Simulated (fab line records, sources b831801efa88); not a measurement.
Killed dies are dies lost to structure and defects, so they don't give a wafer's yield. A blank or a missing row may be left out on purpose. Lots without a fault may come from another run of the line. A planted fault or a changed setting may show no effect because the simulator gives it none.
Chamber matching | flow sky130 | SKY_VIA2_CMP_24 on cmp-01: 4 sister chambers
The step polishes, stops on SiO2, t overpolish 20 s, target thk 0 nm. 30 wafers are shown with their chamber, then 12 later ones without.

WAFERS WITH THEIR CHAMBER
wafer  | chamber | motor_current_A (A) | time_to_endpoint_s (s) | overpolish_run_s (s)
L074.1 | 2       | 12.9                | 103                    | 19.985
L074.2 | 1       | 9.9                 | 99                     | 20.008
L074.4 | 3       | 12.1                | 110                    | 19.999
L076.1 | 3       | 11.6                | 109                    | 19.987
L076.5 | 0       | 9.6                 | 98                     | 20.001
L076.6 | 3       | 12.5                | 111                    | 19.999
L078.1 | 3       | 12.3                | 100                    | 20.003
L078.4 | 0       | 10.2                | 94                     | 20.003
L078.6 | 2       | 13.1                | 95                     | 20.003
L079.1 | 3       | 11.7                | 101                    | 20.011
L079.3 | 0       | 9.7                 | 91                     | 20.003
L079.6 | 0       | 10.1                | 93                     | 20.002
L082.2 | 2       | 13.3                | 102                    | 19.999
L082.5 | 3       | 11.9                | 104                    | 20.022
L082.6 | 2       | 13.1                | 102                    | 20.004
L082.1 | 0       | 9.9                 | 101                    | 19.990
L082.3 | 3       | 12.5                | 109                    | 19.994
L082.4 | 1       | 10.4                | 95                     | 20.013
L081.2 | 0       | 9.8                 | 101                    | 20.005
L081.3 | 2       | 13.5                | 99                     | 20.006
L081.5 | 3       | 12.2                | 105                    | 20.013
L087.2 | 2       | 13.6                | 95                     | 20.000
L087.3 | 1       | 10.3                | 94                     | 20.005
L087.5 | 0       | 9.6                 | 94                     | 19.995
L086.1 | 2       | 13.4                | 98                     | 20.000
L086.2 | 1       | 9.9                 | 95                     | 20.009
L086.3 | 0       | 9.8                 | 96                     | 19.996
L089.1 | 1       | 9.6                 | 101                    | 20.000
L089.5 | 3       | 12.9                | 105                    | 20.007
L089.6 | 2       | 13.4                | 100                    | 19.995

SIGNATURES (means of the wafers above)
reading            | chamber 0 | chamber 1 | chamber 2 | chamber 3 | scatter within a chamber
motor_current_A    | 9.838     | 10.020    | 13.287    | 12.189    | 0.313
time_to_endpoint_s | 96.00     | 96.80     | 99.25     | 106.00    | 3.54
overpolish_run_s   | 19.99938  | 20.00700  | 19.99900  | 20.00389  | 0.00756
Rule: a wafer's distance from a chamber is the root of the sum, over the readings, of the square of ((its reading less the chamber's mean) divided by the reading's scatter). The wafer belongs to the nearest chamber; if the next one is less than 2 further off, it can't be placed. The scatter: the root of (the sum of the squares of (reading less its chamber's mean) over the shown wafers, divided by (wafers less chambers)).

WAFERS WITHOUT THEIR CHAMBER
wafer  | motor_current_A (A) | time_to_endpoint_s (s) | overpolish_run_s (s)
L092.2 | 12.3                | 107                    | 19.993
L092.3 | 10.1                | 95                     | 19.987
L092.4 | 10.6                | 97                     | 20.008
L094.2 | 14.4                | 100                    | 20.009
L094.4 | 10.2                | 99                     | 19.990
L094.6 | 9.6                 | 98                     | 19.994
L094.1 | 10.1                | 98                     | 20.003
L094.3 | 12.6                | 103                    | 20.006
L094.5 | 9.5                 | 96                     | 19.993
L096.2 | 10.3                | 94                     | 19.992
L096.4 | 11.8                | 99                     | 19.995
L096.5 | 9.4                 | 98                     | 19.983

WHICH CHAMBER EACH WENT THROUGH
wafer  | from the rows above     | in truth
L092.2 | 3                       | 3
L092.3 | can't be placed: 0 or 1 | 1
L092.4 | can't be placed: 1 or 0 | 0
L094.2 | 2                       | 2
L094.4 | can't be placed: 0 or 1 | 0
L094.6 | can't be placed: 0 or 1 | 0
L094.1 | can't be placed: 1 or 0 | 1
L094.3 | can't be placed: 3 or 2 | 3
L094.5 | can't be placed: 0 or 1 | 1
L096.2 | can't be placed: 0 or 1 | 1
L096.4 | 3                       | 3
L096.5 | can't be placed: 0 or 1 | 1
Placed correctly: 3 of 12. Can't be placed from these rows: 9 (the true chamber is among the candidates in 9). Placed wrongly: 0.
